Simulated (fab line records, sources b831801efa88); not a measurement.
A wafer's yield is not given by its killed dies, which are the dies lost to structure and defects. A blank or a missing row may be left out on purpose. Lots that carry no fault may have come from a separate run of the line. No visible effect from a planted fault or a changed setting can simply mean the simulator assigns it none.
What tool caused it? + flow sky130 + route of 708 steps, sampled at 1 step: 7 lots, 21 wafers

WHAT THE GAUGES READ, wafer by wafer
SKY_VIA3_CD_MEAS_12: the cd target is 200 nm.
| lot  | measured     | on        | cd-nm (nm)        |
|------|--------------|-----------|-------------------|
| L309 | day 40 15:21 | cd-sem-02 | 202.7 201.4 201.8 |
| L313 | day 42 08:13 | cd-sem-01 | 199.2 199.9 199.4 |
| L316 | day 43 12:44 | cd-sem-02 | 199.5 199.4 200.3 |
| L319 | day 44 15:01 | cd-sem-01 | 199.0 199.7 199.8 |
| L321 | day 45 01:34 | cd-sem-01 | 197.7 197.7 198.4 |
| L328 | day 45 19:04 | cd-sem-02 | 200.7 200.8 201.5 |
| L329 | day 46 03:58 | cd-sem-01 | 200.5 200.4 201.8 |

WHAT TOOL EACH LOT RAN ON (gives the tool, then ch and the chambers of the sampled wafers, and finally the start)
The record holds no process step before these readings.

THE ANSWER, worked out from the rows above alone
Rule: what is usual is taken from the lots themselves. The widest of any qualifying gaps counts: lots, ordered by their means at a reading, are off when they make up no more than a third of the lots, leave a main group of 4 or more, and stand apart from it by 3 or more times the standard deviation of that group's means. The tables above print the reading to a certain number of digits; a main group whose means all agree to those digits is not used. Also off: a lot with no number at a reading for which 4 or more lots have one. Any other lot the step has rows for is counted as sound.
No lot is off at any reading shown: from this, nothing can be told.

WHAT HAD BEEN PUT IN BY THE SIMULATOR
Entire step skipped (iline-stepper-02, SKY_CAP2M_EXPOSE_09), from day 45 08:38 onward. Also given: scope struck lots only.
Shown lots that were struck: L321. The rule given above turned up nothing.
